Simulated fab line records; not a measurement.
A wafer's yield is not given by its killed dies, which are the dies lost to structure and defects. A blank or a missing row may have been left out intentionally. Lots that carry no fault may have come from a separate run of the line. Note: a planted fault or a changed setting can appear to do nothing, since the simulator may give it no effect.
Struck lot and sound lot, side by side    flow sky130    15 steps out of a route of 708
Sound: wafers L260.2, L260.3, L260.4. The struck wafers were L276.1, L276.2, L276.4. Last of all comes the cause.
Per side, at each step with rows, come the tool, then ch with its chambers, and then its first start. Under that, the readings that differ: sound wafers    struck wafers    difference of the means    sigmas: that difference in standard deviations of wafers without a fault.
alike: a reading whose means differ by less than 2 such deviations, as well as words and numbers matching on both sides. not compared: withheld readings; readings where some wafer has no value; bounds like >300 that might hide an equal value; numbers whose values overlap and for which the record gives no deviation.
Wherever a step has rows on one side only, a row that says differs or no value, or a row with sigmas, the two part there. Numbers that don't overlap but have no deviation are shown without sigmas and don't part them. A reading missing from all wafers of one side parts the sides only when that side holds two or more wafers.

first, 5 steps without rows for these wafers: SKY_GATE_OXIDE_COAT_05 (resist thk 1140 nm); SKY_GATE_OXIDE_SOFTBAKE_06 (time 60 s); SKY_GATE_OXIDE_EXPOSE_07 (exposes mask LVOM, target cd 600 nm); SKY_GATE_OXIDE_PEB_08; SKY_GATE_OXIDE_DEVELOP_09 (develop time 60 s).
SKY_GATE_OXIDE_OVL_MEAS_10:
  sound on overlay-01 at day 15 07:17; struck on overlay-01 at day 21 08:07
  alike: GATE_OXIDE_OVL
then, 2 steps without rows for these wafers: SKY_GATE_OXIDE_IMPLANT_11; SKY_GATE_OXIDE_WET_ETCH_12 (etches SiO2 in dHF, target depth 16.8 nm, time 336 s).
SKY_GATE_OXIDE_STRIP_13: strips in O2/N2.
  sound on plasma asher-01 ch 0,1, day 15 07:34; struck on plasma asher-02 ch 0,1, day 21 08:30
  alike: drypump motor current A, n2 flow sccm, oes product au, strip time to endpoint s
  not compared: rf hours counter h
SKY_GATE_OXIDE_TW_MEAS_14:
  sound on film metro-01 at day 15 07:40; struck on film metro-03 at day 21 08:36
  alike: GATE_OXIDE_TW
then, 2 steps without rows for these wafers: SKY_GATE_OXIDE_CLEAN_15 (cleans in SC1/SC2, time 150 s); SKY_GATE_OXIDE_OXIDATION_16 (stabilise 600 s, purge 300 s, target thk 3.57 nm).
-- here the record skips 5 days between the struck wafers' starts before and after, leaving off in module GATE_OXIDE and picking up in module POLY_GATE (first step shown: number 204 of the route) --
SKY_POLY_GATE_CVD_00: deposits poly-Si, target thk 180 nm, time 720 s.
  sound on lpcvd-01 ch 0, day 15 09:35; struck on lpcvd-01 ch 1, day 26 10:15
  alike: pressure mtorr
SKY_POLY_GATE_THK_MEAS_01:
  sound on film metro-04 at day 15 11:24; struck on film metro-03 at day 26 12:03
  alike: POLY_GATE_CVD_00_THK
-- here the record skips 29 days between the struck wafers' starts before and after, leaving off in module POLY_GATE and picking up in module PAD_OPEN (first step shown: number 708 of the route) --
SKY_PAD_OPEN_PROBE_99:
  sound on prober-02 at day 46 22:25; struck on prober-01 at day 55 12:32
reading                                   sound        struck             difference  sigmas
killed at other                           0 0          0 3 2              +2          +3
model.etest.cap ono.gate bv v (V)         15.89 15.54  15.3 15.06 14.69   -0.7        
model.etest.cap thin oxide.gate bv v (V)  6.879 6.899  6.708 6.658 6.564  -0.246      
  alike: killed_at_M0_to_M3, killed_at_M4_up, killed at contacts, killed at front end, killed dies, killed on rim, killed open, killed short
  not compared: model.etest.cap thick oxide.gate bv v, model.etest.sonos baked.vt v

WHERE THEY PART
SKY_PAD_OPEN_PROBE_99 only, going by this record.

WHY: what had been put in by the simulator
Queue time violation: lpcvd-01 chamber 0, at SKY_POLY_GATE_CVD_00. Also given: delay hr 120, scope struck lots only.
